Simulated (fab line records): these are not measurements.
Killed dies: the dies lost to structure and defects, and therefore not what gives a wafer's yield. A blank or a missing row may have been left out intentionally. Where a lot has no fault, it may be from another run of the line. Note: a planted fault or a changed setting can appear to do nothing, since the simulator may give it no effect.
One fault seen from 2 desks -- flow sky130 -- every desk sees just its own numbers, and what lay behind them comes last

AT THE METROLOGY DESK
Means of the sampled wafers that have a number, per lot and without regard to the tool the lot ran on: this is what the gauges read. Any lot whose mean is over 4 standard deviations away from the usual mean is out of limits and marked OUT; that distance is given in the brackets.
Columns: A = CONTACT_W_RS at SKY_CONTACT_RS_MEAS_25, usual 0.338 ohm/sq; B = CONTACT_W_THK at SKY_CONTACT_THK_MEAS_26, usual 344 nm
lot,first seen here,A,B
L664,day 34 01:46,0.336,347
L665,day 34 03:04,0.334,349
L677,day 37 17:33,0.333,343
L678,day 38 01:43,0.343,342
L679,day 38 08:18,0.337,345
L680,day 40 14:34,0.341,342
This desk's verdict: no lot among the 6 shows anything out of limits.

TOOL OWNER'S DESK, pvd-sputter-03
The tool's own readings at SKY_METAL1_SPUTTER_03 (material Ti, target thk 5 nm, time 3.3 s): means of the sampled wafers that have a number, for each lot that ran on this tool. Any lot whose mean is over 4 standard deviations away from the usual mean is out of limits and marked OUT; that distance is given in the brackets.
Columns: A = throttle-valve-pct at SKY_METAL1_SPUTTER_03, usual 30.7 %
lot,first seen here,A
L664,day 34 02:18,32.1
L677,day 37 18:06,31.6
L678,day 38 02:13,30.7
This desk's verdict: no lot among the 3 shows anything out of limits.

TAKEN TOGETHER
At the metrology desk, nothing out of limits was observed.
The tool owner's desk saw nothing out of limits.

WHAT WAS PUT IN BY THE SIMULATOR
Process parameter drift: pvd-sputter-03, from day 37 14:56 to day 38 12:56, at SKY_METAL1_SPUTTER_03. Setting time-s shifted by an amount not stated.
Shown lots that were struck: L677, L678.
